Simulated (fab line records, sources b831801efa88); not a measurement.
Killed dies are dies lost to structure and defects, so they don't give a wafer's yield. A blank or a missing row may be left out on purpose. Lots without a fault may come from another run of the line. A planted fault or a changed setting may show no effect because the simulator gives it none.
Which tool did it? | flow gf180mcu | 24 lots, 72 wafers sampled, at 6 steps of a route of 602

WHAT THE GAUGES READ, wafer by wafer
GF_DNWELL_TW_MEAS_09. Usual: DNWELL_TW 1352, standard deviation 8.8.
lot  | measured    | on            | DNWELL_TW      | flag
L074 | day 2 19:37 | film_metro-01 | 1365 1362 1356 |
L075 | day 3 01:47 | film_metro-03 | 1343 1335 1335 |
L076 | day 3 05:11 | film_metro-03 | 1337 1340 1338 |
L077 | day 3 10:37 | film_metro-01 | 1358 1361 1362 |
L078 | day 3 16:14 | film_metro-01 | 1357 1366 1358 |
L079 | day 3 20:59 | film_metro-04 | 1353 1341 1353 |
L080 | day 4 07:04 | film_metro-03 | 1359 1356 1349 |
L081 | day 4 09:34 | film_metro-04 | 1353 1364 1362 |
L082 | day 4 13:10 | film_metro-04 | 1351 1354 1352 |
L083 | day 4 18:40 | film_metro-01 | 1352 1353 1357 |
L084 | day 5 03:54 | film_metro-01 | 1349 1353 1350 |
L085 | day 5 05:28 | film_metro-03 | 1350 1350 1356 |
L086 | day 5 10:28 | film_metro-03 | 1346 1356 1346 |
L087 | day 5 16:10 | film_metro-01 | 1352 1344 1355 |
L088 | day 5 21:49 | film_metro-04 | 1358 1349 1345 |
L089 | day 6 01:58 | film_metro-01 | 1364 1369 1361 |
L090 | day 6 07:58 | film_metro-03 | 1357 1350 1356 |
L091 | day 6 13:40 | film_metro-04 | 1358 1350 1352 |
L092 | day 6 20:01 | film_metro-04 | 1336 1335 1325 |
L093 | day 7 00:29 | film_metro-04 | 1336 1341 1347 |
L094 | day 7 05:10 | film_metro-04 | 1355 1349 1343 |
L095 | day 7 10:32 | film_metro-03 | 1350 1353 1342 |
L096 | day 7 15:25 | film_metro-03 | 1354 1342 1350 |
L097 | day 7 20:55 | film_metro-03 | 1350 1346 1350 |

GF_V5_OVL_MEAS_15. Usual: V5_OVL -1 nm, standard deviation 4.5.
lot  | measured     | on         | V5_OVL (nm) | flag
L074 | day 27 02:26 | overlay-01 | -5 2 -1     |
L075 | day 27 19:41 | overlay-01 | -7 -9 -11   |
L076 | day 28 02:31 | overlay-01 | -9 1 3      |
L077 | day 28 08:54 | overlay-01 | -1 -1 -1    |
L078 | day 28 12:20 | overlay-02 | 4 4 1       |
L079 | day 28 18:14 | overlay-02 | 1 -2 1      |
L080 | day 29 14:50 | overlay-01 | 2 6 4       |
L081 | day 29 16:57 | overlay-02 | 7 6 8       |
L082 | day 29 18:29 | overlay-02 | 3 0 -2      |
L083 | day 30 00:05 | overlay-01 | -5 -3 -1    |
L084 | day 30 12:44 | overlay-02 | 8 2 -1      |
L085 | day 30 13:26 | overlay-01 | 0 -6 -1     |
L086 | day 31 01:41 | overlay-02 | 3 1 0       |
L087 | day 31 08:05 | overlay-01 | 2 0 -3      |
L088 | day 31 12:50 | overlay-02 | -6 3 -2     |
L089 | day 31 21:26 | overlay-01 | -7 -13 -7   |
L090 | day 32 03:47 | overlay-01 | -7 0 -1     |
L091 | day 32 06:26 | overlay-01 | -4 -3 -2    |
L092 | day 32 19:00 | overlay-02 | 7 -3 0      |
L093 | day 32 19:32 | overlay-02 | -5 -7 -1    |
L094 | day 32 22:32 | overlay-02 | 2 0 -4      |
L095 | day 33 03:53 | overlay-01 | -6 -3 2     |
L096 | day 33 14:45 | overlay-02 | 2 8 1       |
L097 | day 33 13:10 | overlay-02 | 5 2 5       |

WHICH TOOL RAN EACH LOT (tool, then ch and the chambers of the sampled wafers, then the start)
lot  | GF_M3_SPUTTER_03             | GF_V3_STRIP_18                       | GF_V4_CMP_04                  | GF_M5_METAL_ETCH_10
L074 | pvd_sputter-04, day 20 06:47 | plasma_asher-02 ch 0,1, day 22 07:43 | cmp-02 ch 0,1,2, day 23 09:05 | rie_metal-04 ch 0,1, day 26 04:22
L075 | pvd_sputter-04, day 21 00:17 | plasma_asher-02 ch 0, day 23 02:19   | cmp-01 ch 1,2, day 24 03:48   | rie_metal-01 ch 0,1, day 26 21:43
L076 | pvd_sputter-01, day 21 09:07 | plasma_asher-03 ch 0,1, day 23 09:11 | cmp-01 ch 0,2,3, day 24 10:16 | rie_metal-01 ch 0, day 27 05:00
L077 | pvd_sputter-03, day 21 16:46 | plasma_asher-03 ch 0,1, day 23 17:20 | cmp-02 ch 0,1,3, day 24 17:49 | rie_metal-02 ch 0,1, day 27 11:03
L078 | pvd_sputter-04, day 21 21:51 | plasma_asher-03 ch 0,1, day 23 21:31 | cmp-02 ch 1,2, day 24 21:25   | rie_metal-01 ch 0, day 27 15:02
L079 | pvd_sputter-03, day 22 03:49 | plasma_asher-03 ch 0,1, day 24 04:22 | cmp-01 ch 0,1, day 25 04:32   | rie_metal-02 ch 0,1, day 27 21:07
L080 | pvd_sputter-03, day 23 02:42 | plasma_asher-04 ch 0,1, day 25 01:01 | cmp-01 ch 0,1,2, day 26 00:07 | rie_metal-04 ch 0,1, day 28 14:54
L081 | pvd_sputter-01, day 23 07:17 | plasma_asher-02 ch 0,1, day 25 05:34 | cmp-01 ch 0,1,2, day 26 04:49 | rie_metal-02 ch 0,1, day 28 18:21
L082 | pvd_sputter-01, day 23 08:40 | plasma_asher-04 ch 0,1, day 25 06:26 | cmp-02 ch 0,2, day 26 05:44   | rie_metal-04 ch 1, day 28 19:31
L083 | pvd_sputter-01, day 23 18:06 | plasma_asher-04 ch 0,1, day 25 14:38 | cmp-02 ch 1,3, day 26 13:44   | rie_metal-02 ch 1, day 29 01:43
L084 | pvd_sputter-04, day 24 09:11 | plasma_asher-02 ch 0,1, day 26 05:46 | cmp-02 ch 0,1,3, day 27 05:20 | rie_metal-04 ch 0, day 29 16:40
L085 | pvd_sputter-01, day 24 11:22 | plasma_asher-04 ch 0,1, day 26 07:22 | cmp-02 ch 0,1,3, day 27 06:35 | rie_metal-01 ch 0,1, day 29 17:08
L086 | pvd_sputter-04, day 24 19:00 | plasma_asher-02 ch 0,1, day 26 15:40 | cmp-02 ch 0,1,3, day 27 14:41 | rie_metal-04 ch 0,1, day 30 06:24
L087 | pvd_sputter-01, day 25 04:19 | plasma_asher-04 ch 0,1, day 26 23:22 | cmp-02 ch 0,1, day 27 22:58   | rie_metal-01 ch 0,1, day 30 13:09
L088 | pvd_sputter-04, day 25 11:40 | plasma_asher-04 ch 0,1, day 27 07:22 | cmp-02 ch 0,1,2, day 28 06:01 | rie_metal-01 ch 1, day 30 17:56
L089 | pvd_sputter-04, day 25 20:01 | plasma_asher-04 ch 0,1, day 27 14:47 | cmp-02 ch 0,1,3, day 28 18:24 | rie_metal-01 ch 0,1, day 31 02:41
L090 | pvd_sputter-04, day 26 04:19 | plasma_asher-03 ch 0,1, day 27 22:28 | cmp-02 ch 0,1,2, day 28 23:12 | rie_metal-04 ch 0, day 31 08:49
L091 | pvd_sputter-03, day 26 08:52 | plasma_asher-04 ch 0,1, day 28 03:05 | cmp-02 ch 0,1,2, day 29 01:54 | rie_metal-01 ch 0,1, day 31 11:56
L092 | pvd_sputter-04, day 26 20:16 | plasma_asher-04 ch 0,1, day 28 13:52 | cmp-01 ch 1,3, day 29 15:30   | rie_metal-02 ch 0,1, day 32 01:01
L093 | pvd_sputter-03, day 26 21:12 | plasma_asher-02 ch 1, day 28 14:40   | cmp-01 ch 0,1,3, day 29 16:13 | rie_metal-04 ch 0,1, day 32 01:21
L094 | pvd_sputter-04, day 27 06:06 | plasma_asher-03 ch 0,1, day 28 21:04 | cmp-01 ch 0,2, day 29 20:43   | rie_metal-01 ch 0,1, day 32 05:02
L095 | pvd_sputter-04, day 27 10:02 | plasma_asher-02 ch 0,1, day 29 06:22 | cmp-01 ch 0,2,3, day 30 03:44 | rie_metal-01 ch 0,1, day 32 10:23
L096 | pvd_sputter-03, day 27 21:34 | plasma_asher-04 ch 0,1, day 29 16:54 | cmp-01 ch 1,2,3, day 30 14:26 | rie_metal-04 ch 0,1, day 32 21:28
L097 | pvd_sputter-01, day 27 22:31 | plasma_asher-03 ch 0,1, day 29 16:55 | cmp-01 ch 0,2,3, day 30 13:50 | rie_metal-01 ch 0,1, day 32 19:25
- GF_M3_SPUTTER_03: material Ti, target thk 10 nm, time 6.7 s.
- GF_V3_STRIP_18: strips in O2/N2.
- GF_V4_CMP_04: polishes SiO2.
- GF_M5_METAL_ETCH_10: etches the open film in Cl2/BCl3, stops on SiO2, target depth 750.8 nm, time 125.1 s.

WHAT THE TOOLS THEMSELVES READ (means of the sampled wafers that have a number; where no wafer has one, the mark that the record gives instead)
GF_M3_SPUTTER_03. Usual: chamber_pressure_pa 0.3000 Pa, standard deviation 0.0007; throttle_valve_pct 30.1 %, standard deviation 1.
lot  | tool           | chamber_pressure_pa (Pa) | throttle_valve_pct (%) | flag
L074 | pvd_sputter-04 | 0.3004                   | 29.9                   |
L075 | pvd_sputter-04 | 0.2997                   | 30.7                   |
L076 | pvd_sputter-01 | 0.3005                   | 30.4                   |
L077 | pvd_sputter-03 | 0.2998                   | 29.5                   |
L078 | pvd_sputter-04 | 0.2998                   | 30.3                   |
L079 | pvd_sputter-03 | 0.3003                   | 29.8                   |
L080 | pvd_sputter-03 | 0.3004                   | 29.4                   |
L081 | pvd_sputter-01 | 0.2997                   | 30.5                   |
L082 | pvd_sputter-01 | 0.2994                   | 30.3                   |
L083 | pvd_sputter-01 | 0.3002                   | 30.5                   |
L084 | pvd_sputter-04 | 0.3000                   | 31.0                   |
L085 | pvd_sputter-01 | 0.3000                   | 29.6                   |
L086 | pvd_sputter-04 | 0.2998                   | 30.3                   |
L087 | pvd_sputter-01 | 0.3006                   | 29.8                   |
L088 | pvd_sputter-04 | 0.3009                   | 30.5                   |
L089 | pvd_sputter-04 | 0.3001                   | 30.0                   |
L090 | pvd_sputter-04 | 0.3001                   | 30.6                   |
L091 | pvd_sputter-03 | 0.2997                   | 30.4                   |
L092 | pvd_sputter-04 | 0.3003                   | 30.3                   |
L093 | pvd_sputter-03 | 0.2995                   | 30.6                   |
L094 | pvd_sputter-04 | 0.3002                   | 30.5                   |
L095 | pvd_sputter-04 | 0.3009                   | 30.6                   |
L096 | pvd_sputter-03 | 0.3001                   | 30.4                   |
L097 | pvd_sputter-01 | 0.2996                   | 30.5                   |

GF_V3_STRIP_18. Usual: drypump_motor_current_A 5.73 A, standard deviation 0.099; heater_power_w 349 W, standard deviation 13; oes_product_au 0.593 a.u., standard deviation 0.0047; platen_temp_c 249.99 C, standard deviation 0.18.
lot  | tool            | drypump_motor_current_A (A) | heater_power_w (W) | oes_product_au (a.u.) | platen_temp_c (C) | flag
L074 | plasma_asher-02 | 5.63                        | 342                | 0.592                 | 250.04            |
L075 | plasma_asher-02 | 5.52                        | 341                | 0.592                 | 250.03            |
L076 | plasma_asher-03 | 5.70                        | 359                | 0.597                 | 249.95            |
L077 | plasma_asher-03 | 5.69                        | 356                | 0.592                 | 249.96            |
L078 | plasma_asher-03 | 5.72                        | 364                | 0.589                 | 249.96            |
L079 | plasma_asher-03 | 5.70                        | 345                | 0.592                 | 249.73            |
L080 | plasma_asher-04 | 5.76                        | 348                | 0.592                 | 249.97            |
L081 | plasma_asher-02 | 5.62                        | 338                | 0.592                 | 249.94            |
L082 | plasma_asher-04 | 5.81                        | 350                | 0.594                 | 249.86            |
L083 | plasma_asher-04 | 5.77                        | 345                | 0.592                 | 250.03            |
L084 | plasma_asher-02 | 5.70                        | 346                | 0.594                 | 250.19            |
L085 | plasma_asher-04 | 5.81                        | 355                | 0.598                 | 250.28            |
L086 | plasma_asher-02 | 5.71                        | 349                | 0.595                 | 249.95            |
L087 | plasma_asher-04 | 5.81                        | 352                | 0.589                 | 250.09            |
L088 | plasma_asher-04 | 5.82                        | 345                | 0.591                 | 250.07            |
L089 | plasma_asher-04 | 5.78                        | 352                | 0.589                 | 249.97            |
L090 | plasma_asher-03 | 5.72                        | 355                | 0.592                 | 249.87            |
L091 | plasma_asher-04 | 5.80                        | 347                | 0.594                 | 250.23            |
L092 | plasma_asher-04 | 5.76                        | 345                | 0.596                 | 250.13            |
L093 | plasma_asher-02 | 5.78                        | 352                | 0.593                 | 250.11            |
L094 | plasma_asher-03 | 5.71                        | 346                | 0.597                 | 250.00            |
L095 | plasma_asher-02 | 5.62                        | 340                | 0.592                 | 249.94            |
L096 | plasma_asher-04 | 5.75                        | 343                | 0.591                 | 249.80            |
L097 | plasma_asher-03 | 5.70                        | 358                | 0.591                 | 249.87            |

GF_V4_CMP_04. Usual: motor_current_A 12.8 A, standard deviation 1; platen_rpm 60.00 rpm, standard deviation 0.036; time_to_endpoint_s 78 s, standard deviation 4.9.
lot  | tool   | motor_current_A (A) | platen_rpm (rpm) | time_to_endpoint_s (s) | flag
L074 | cmp-02 | 13.5                | 59.99            | 76                     |
L075 | cmp-01 | 11.7                | 59.97            | 91                     |
L076 | cmp-01 | 12.1                | 60.00            | 78                     |
L077 | cmp-02 | 12.5                | 59.99            | 79                     |
L078 | cmp-02 | 14.1                | 59.99            | 81                     |
L079 | cmp-01 | 13.0                | 60.03            | 76                     |
L080 | cmp-01 | 12.7                | 59.99            | 74                     |
L081 | cmp-01 | 12.3                | 60.00            | 71                     |
L082 | cmp-02 | 12.9                | 59.96            | 77                     |
L083 | cmp-02 | 13.7                | 60.00            | 78                     |
L084 | cmp-02 | 12.5                | 60.02            | 83                     |
L085 | cmp-02 | 12.9                | 60.02            | 73                     |
L086 | cmp-02 | 13.1                | 60.03            | 83                     |
L087 | cmp-02 | 13.1                | 59.98            | 84                     |
L088 | cmp-02 | 13.3                | 60.04            | 80                     |
L089 | cmp-02 | 12.8                | 60.00            | 74                     |
L090 | cmp-02 | 13.5                | 59.97            | 75                     |
L091 | cmp-02 | 13.4                | 60.04            | 77                     |
L092 | cmp-01 | 12.8                | 59.99            | 77                     |
L093 | cmp-01 | 12.7                | 60.00            | 76                     |
L094 | cmp-01 | 12.0                | 60.02            | 74                     |
L095 | cmp-01 | 11.7                | 60.02            | 77                     |
L096 | cmp-01 | 12.1                | 59.97            | 80                     |
L097 | cmp-01 | 12.0                | 59.99            | 73                     |

GF_M5_METAL_ETCH_10. Usual: drypump_motor_current_A 5.8 A, standard deviation 0.41; oes_product_au 0.989 a.u., standard deviation 0.006; throttle_valve_pct 28.231 %, standard deviation 0.011.
lot  | tool         | drypump_motor_current_A (A) | oes_product_au (a.u.) | throttle_valve_pct (%) | flag
L074 | rie_metal-04 | 6.3                         | 0.984                 | 28.230                 |
L075 | rie_metal-01 | 5.7                         | 0.985                 | 28.235                 |
L076 | rie_metal-01 | 5.4                         | 0.985                 | 28.232                 |
L077 | rie_metal-02 | 5.3                         | 0.992                 | 28.230                 |
L078 | rie_metal-01 | 5.5                         | 0.985                 | 28.234                 |
L079 | rie_metal-02 | 5.3                         | 0.993                 | 28.221                 |
L080 | rie_metal-04 | 6.1                         | 0.987                 | 28.234                 |
L081 | rie_metal-02 | 5.5                         | 0.991                 | 28.232                 |
L082 | rie_metal-04 | 6.5                         | 0.991                 | 28.234                 |
L083 | rie_metal-02 | 5.1                         | 0.997                 | 28.226                 |
L084 | rie_metal-04 | 5.9                         | 0.986                 | 28.229                 |
L085 | rie_metal-01 | 5.6                         | 0.986                 | 28.241                 |
L086 | rie_metal-04 | 6.3                         | 0.984                 | 28.236                 |
L087 | rie_metal-01 | 5.7                         | 0.985                 | 28.223                 |
L088 | rie_metal-01 | 5.8                         | 0.989                 | 28.228                 |
L089 | rie_metal-01 | 5.7                         | 0.994                 | 28.228                 |
L090 | rie_metal-04 | 5.9                         | 0.985                 | 28.230                 |
L091 | rie_metal-01 | 5.7                         | 0.984                 | 28.240                 |
L092 | rie_metal-02 | 5.6                         | 0.991                 | 28.221                 |
L093 | rie_metal-04 | 6.1                         | 0.990                 | 28.227                 |
L094 | rie_metal-01 | 5.7                         | 0.992                 | 28.229                 |
L095 | rie_metal-01 | 5.6                         | 0.987                 | 28.226                 |
L096 | rie_metal-04 | 6.3                         | 0.990                 | 28.229                 |
L097 | rie_metal-01 | 5.6                         | 0.988                 | 28.230                 |

THE ANSWER, worked out from the rows above alone
Rule: a lot is off if the mean of its wafers that have a number lies more than 3 standard deviations from the usual mean. A lot without any number at a reading at which 4 lots or more have one is off too. The other lots that the step has rows for count as sound. The gauges are gone through in route order, then the tools' own readings, and for those a lot's mean is taken as printed above. The first step at which some lot is off is used, and at that step the reading that is off furthest; a lot without a number counts as furthest.
No lot is off at any reading shown: from this, nothing can be told.

WHAT THE SIMULATOR HAD PUT IN
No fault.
